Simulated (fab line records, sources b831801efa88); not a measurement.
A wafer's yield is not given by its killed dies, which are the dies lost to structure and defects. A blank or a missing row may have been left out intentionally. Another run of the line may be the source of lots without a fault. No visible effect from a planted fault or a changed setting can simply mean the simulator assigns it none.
A struck lot beside a sound one / flow gf180mcu / 14 steps out of a route of 602
Sound: wafers L665.1, L665.2, L665.6. The struck wafers were L661.1, L661.5, L661.6. At the end, the cause is stated.
Each step with rows lists, per side, the tool, then ch with its chambers, then its first start. Under that, the readings that differ: sound wafers / struck wafers / difference of the means / sigmas: that difference in standard deviations of wafers without a fault.
alike: a reading whose means differ by less than 2 such deviations, as well as words and numbers matching on both sides. not compared: withheld readings; readings where some wafer has no value; bounds like >300 that might hide an equal value; numbers whose values overlap and for which the record gives no deviation.
The two part at a step that has a row with sigmas, a row that says differs or no value, or rows on one side only. When numbers do not overlap yet have no deviation, they are printed without sigmas and do not part them. Lack of a reading on every wafer of one side parts them only where that side has two or more wafers.

GF_VT_IMPLANT_RS_MEAS_47: uses a four-point probe to measure.
  sound on film_metro-03 at day 11 03:34; struck on film_metro-01 at day 9 17:37
  alike: NWELL_RS
GF_VT_IMPLANT_RS_MEAS_48: uses a four-point probe to measure.
  sound on film_metro-03 at day 11 03:41; struck on film_metro-01 at day 9 17:44
  alike: LVPWELL_RS
GF_VT_IMPLANT_RS_MEAS_49: uses a four-point probe to measure.
  sound on film_metro-03 at day 11 03:48; struck on film_metro-01 at day 9 17:51
reading=MVPSD_RS (ohm/sq); sound=1167 1167 1164; struck=1174 1174 1172; difference=+7; sigmas=+2
then, 4 steps without rows for these wafers: GF_VT_IMPLANT_WET_ETCH_50 (etches SiO2 in dHF, target depth 20 nm, time 400 s); GF_DUAL_GATE_CLEAN_00 (cleans in SC1/SC2, time 150 s); GF_DUAL_GATE_CLEAN_01 (cleans in dHF, time 20 s); GF_DUAL_GATE_OXIDATION_02 (stabilise 600 s, purge 300 s, target thk 10.887 nm).
GF_DUAL_GATE_THK_MEAS_03:
  sound on film_metro-03 at day 11 05:34; struck on film_metro-02 at day 9 19:44
  alike: DUAL_GATE_OXIDATION_00_THK
then, 4 steps without rows for these wafers: GF_DUAL_GATE_DEHYDRATE_04 (time 60 s); GF_DUAL_GATE_HMDS_05 (prime time 60 s); GF_DUAL_GATE_COAT_06 (resist thk 1000 nm); GF_DUAL_GATE_SOFTBAKE_07 (time 60 s).
GF_DUAL_GATE_EXPOSE_08: exposes mask Dualgate, target cd 700 nm.
  sound on iline_stepper-01 ch 0, day 11 14:52; struck on iline_stepper-01, day 10 04:52
  no value came back on the struck wafers for exposure_dose_mJ_cm2, focus_offset_nm (nm); on the sound wafers exposure_dose_mJ_cm2 reads 139.90 140.01 140.03
  alike: mask
following that, these wafers have no rows for 1 step: GF_DUAL_GATE_PEB_09.

WHERE THEY PART
Last at GF_DUAL_GATE_EXPOSE_08 as far as this record goes, first at GF_VT_IMPLANT_RS_MEAS_49.

WHY: the cause the simulator had injected
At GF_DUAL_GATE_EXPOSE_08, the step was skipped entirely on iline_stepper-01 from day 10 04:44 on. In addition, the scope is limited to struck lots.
